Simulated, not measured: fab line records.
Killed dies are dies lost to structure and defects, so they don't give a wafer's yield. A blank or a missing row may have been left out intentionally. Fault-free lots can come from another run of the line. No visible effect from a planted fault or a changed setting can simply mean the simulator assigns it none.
Which tool is to blame? / flow sky130 / 11 lots (33 wafers sampled), 1 step of a 708-step route

## WHAT THE GAUGES SHOWED, per wafer
SKY_LI_CONTACT_OVL_MEAS_13.
lot=L962; measured=day 29 11:20; on=overlay-01; LI_CONTACT_OVL (nm)=0 1 2
lot=L964; measured=day 30 03:26; on=overlay-01; LI_CONTACT_OVL (nm)=2 2 6
lot=L963; measured=day 30 03:32; on=overlay-02; LI_CONTACT_OVL (nm)=9 -4 5
lot=L966; measured=day 31 17:26; on=overlay-01; LI_CONTACT_OVL (nm)=0 3 -1
lot=L969; measured=day 32 05:35; on=overlay-02; LI_CONTACT_OVL (nm)=-2 -5 2
lot=L970; measured=day 32 10:26; on=overlay-02; LI_CONTACT_OVL (nm)=-12 -6 -2
lot=L976; measured=day 34 20:38; on=overlay-01; LI_CONTACT_OVL (nm)=-3 -6 -3
lot=L978; measured=day 35 00:41; on=overlay-02; LI_CONTACT_OVL (nm)=1 -5 0
lot=L980; measured=day 35 10:14; on=overlay-02; LI_CONTACT_OVL (nm)=0 -2 1
lot=L982; measured=day 36 08:51; on=overlay-02; LI_CONTACT_OVL (nm)=-1 5 -6
lot=L984; measured=day 36 14:05; on=overlay-02; LI_CONTACT_OVL (nm)=-5 0 -4

## EACH LOT AND THE TOOL THAT RAN IT (in order: tool; ch and the chambers of the sampled wafers; start)
There is no process step in the record ahead of these readings.

## THE ANSWER, worked out from the rows above alone
Rule: the usual values come from the lots themselves. The widest of any qualifying gaps counts: lots, ordered by their means at a reading, are off when they make up no more than a third of the lots, leave a main group of 4 or more, and stand apart from it by 3 or more times the standard deviation of that group's means. A main group is skipped when, at the precision printed for the reading in the tables above, its means are all equal. A lot without any number at a reading at which 4 lots or more have one is off too. All remaining lots with rows at the step are treated as sound.
No lot is off on any of the readings shown, so nothing can be concluded from this.

## WHAT THE SIMULATOR HAD PUT IN
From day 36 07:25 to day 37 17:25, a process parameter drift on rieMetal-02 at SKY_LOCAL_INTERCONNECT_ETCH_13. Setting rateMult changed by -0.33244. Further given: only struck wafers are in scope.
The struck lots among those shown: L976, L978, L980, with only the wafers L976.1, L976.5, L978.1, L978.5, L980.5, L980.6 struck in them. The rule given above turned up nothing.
